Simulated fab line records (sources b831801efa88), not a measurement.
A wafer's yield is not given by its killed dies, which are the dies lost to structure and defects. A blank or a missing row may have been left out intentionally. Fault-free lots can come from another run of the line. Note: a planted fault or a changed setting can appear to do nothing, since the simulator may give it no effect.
What tool caused it? -- flow sky130 -- Sampling: 7 lots, 21 wafers, 2 of 708 route steps

WHAT THE GAUGES SHOWED, per wafer
SKY_GATE_OXIDE_OVL_MEAS_10.
lot,measured,on,GATE_OXIDE_OVL (nm)
L893,day 14 23:30,overlay-01,-2.1 -0.7 -1.9
L897,day 15 03:05,overlay-02,-1.9 -0.5 -1.3
L899,day 16 09:00,overlay-01,-1.8 1.1 0.9
L906,day 18 12:11,overlay-01,1.4 0.3 2.8
L913,day 21 08:26,overlay-01,0.9 0.0 -1.7
L915,day 21 21:13,overlay-02,1.0 -0.9 1.0

EACH LOT AND THE TOOL THAT RAN IT (in order: tool; ch and the chambers of the sampled wafers; start)
lot,SKY_FIELD_ISO_WET_ETCH_18
L893,"wet-bench-02 ch 0, day 2 10:50"
L897,"wet-bench-01 ch 2, day 3 05:09"
L899,"wet-bench-01 ch 1, day 3 19:20"
L906,"wet-bench-03 ch 2, day 5 05:59"
L910,"wet-bench-02 ch 0, day 6 03:35"
L913,"wet-bench-02 ch 3, day 6 18:20"
L915,"wet-bench-02 ch 3, day 7 05:17"
- SKY_FIELD_ISO_WET_ETCH_18: etches Si3N4 in H3PO4, target depth 25 nm, time 286 s.

THE ANSWER, worked out from the rows above alone
Rule: usual is defined by the lots themselves. The widest of any qualifying gaps counts: lots, ordered by their means at a reading, are off when they make up no more than a third of the lots, leave a main group of 4 or more, and stand apart from it by 3 or more times the standard deviation of that group's means. A main group whose means are all the same, to the digits that the tables above print for the reading, isn't used. Also off: a lot with no number at a reading for which 4 or more lots have one. The other lots that the step has rows for count as sound.
Across all readings shown, no lot is off: no conclusion can be drawn from this.

WHAT THE SIMULATOR HAD INSERTED
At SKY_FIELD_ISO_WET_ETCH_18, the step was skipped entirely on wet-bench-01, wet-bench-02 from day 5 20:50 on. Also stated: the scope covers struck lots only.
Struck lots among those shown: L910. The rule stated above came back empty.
